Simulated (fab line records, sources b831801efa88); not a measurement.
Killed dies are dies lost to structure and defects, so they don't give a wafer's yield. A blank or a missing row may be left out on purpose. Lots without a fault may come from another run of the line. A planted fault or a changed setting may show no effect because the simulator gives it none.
Tool commonality check | flow sky130 | 15 lots, 45 wafers sampled

WHY IT WAS OPENED
At SKY_LI_CONTACT_RS_MEAS_22 the reading LI_CONTACT_W_RS is flagged on 3 of 15 lots. Wafers without a fault read 0.2854 ohm/sq, standard deviation 0.0028.
Rule: a lot is flagged when every wafer of it that has a number lies more than 4 standard deviations from that mean, or none has a number. The other lots count as sound.

lot  | measured     | on            | LI_CONTACT_W_RS (ohm/sq), wafer by wafer | flag
L297 | day 28 13:47 | film_metro-01 | 0.2897 0.2850 0.2895                     |
L298 | day 28 22:36 | film_metro-02 | 0.2868 0.2852 0.2856                     |
L299 | day 29 12:11 | film_metro-02 | 0.2875 0.2890 0.2837                     |
L300 | day 29 19:43 | film_metro-03 | 0.2816 0.2807 0.2824                     |
L301 | day 30 04:04 | film_metro-02 | 0.2852 0.2884 0.2870                     |
L303 | day 31 01:01 | film_metro-01 | 0.2874 0.2896 0.2881                     |
L304 | day 31 06:17 | film_metro-03 | 0.2857 0.2797 0.2856                     |
L306 | day 33 03:53 | film_metro-01 | 0.2847 0.2877 0.2840                     |
L307 | day 33 05:13 | film_metro-02 | 0.2844 0.2867 0.2860                     |
L309 | day 33 10:58 | film_metro-01 | 0.2875 0.2881 0.2865                     |
L310 | day 33 14:40 | film_metro-03 | 0.2865 0.2836 0.2878                     |
L312 | day 34 06:25 | film_metro-03 | 24.883 24.730 24.593                     | FLAGGED
L313 | day 34 15:33 | film_metro-01 | 25.032 24.672 24.864                     | FLAGGED
L314 | day 34 23:07 | film_metro-01 | 25.083 25.282 25.378                     | FLAGGED
L316 | day 35 09:01 | film_metro-03 | 0.2831 0.2837 0.2816                     |
The numbers of the flagged lots are 24.9463 ohm/sq on average: +24.6609 ohm/sq against the usual, or +99 or more standard deviations.

WHICH TOOL RAN EACH LOT
The record holds 1 process step before the reading, out of a route of 708 steps. In each cell: the tool, then ch and the chambers that the sampled wafers went through, then the start.
lot  | flag    | SKY_LI_CONTACT_CVD_21
L297 |         | cvd_w-02 ch 0,1, day 28 13:38
L298 |         | cvd_w-01 ch 0,1, day 28 22:29
L299 |         | cvd_w-02 ch 0,1, day 29 12:04
L300 |         | cvd_w-01 ch 0,1, day 29 19:36
L301 |         | cvd_w-02 ch 0,1, day 30 03:55
L303 |         | cvd_w-02 ch 0,1, day 31 00:53
L304 |         | cvd_w-01 ch 0,1, day 31 06:08
L306 |         | cvd_w-01 ch 0,1, day 33 03:45
L307 |         | cvd_w-02 ch 0,1, day 33 05:05
L309 |         | cvd_w-01 ch 0,1, day 33 10:50
L310 |         | cvd_w-02 ch 0,1, day 33 14:32
L312 | FLAGGED | cvd_w-01 ch 0,1, day 34 06:18
L313 | FLAGGED | cvd_w-02 ch 0,1, day 34 15:26
L314 | FLAGGED | cvd_w-02 ch 0,1, day 34 22:59
L316 |         | cvd_w-01 ch 0,1, day 35 08:53
What these steps do:
- SKY_LI_CONTACT_CVD_21: deposits W, target thk 400 nm, time 120.56 s.
- SKY_LI_CONTACT_RS_MEAS_22: measures by four-point-probe.

FLAGGED OVER TOTAL, TOOL BY TOOL (the gauges that took the reading come last)
step                      | tool          | lots run | flagged | share of the flagged lots | sound lots run after its first flagged lot
SKY_LI_CONTACT_CVD_21     | cvd_w-01      | 7        | 1       | some                      | 1 (L316)
SKY_LI_CONTACT_CVD_21     | cvd_w-02      | 8        | 2       | some                      | 0
SKY_LI_CONTACT_RS_MEAS_22 | film_metro-01 | 6        | 2       | some                      | 0
SKY_LI_CONTACT_RS_MEAS_22 | film_metro-02 | 4        | 0       | none                      | -
SKY_LI_CONTACT_RS_MEAS_22 | film_metro-03 | 5        | 1       | some                      | 1 (L316)

WHAT THE TABLE ALLOWS
No row of the table ran every flagged lot.

WHAT THE SIMULATOR HAD PUT IN
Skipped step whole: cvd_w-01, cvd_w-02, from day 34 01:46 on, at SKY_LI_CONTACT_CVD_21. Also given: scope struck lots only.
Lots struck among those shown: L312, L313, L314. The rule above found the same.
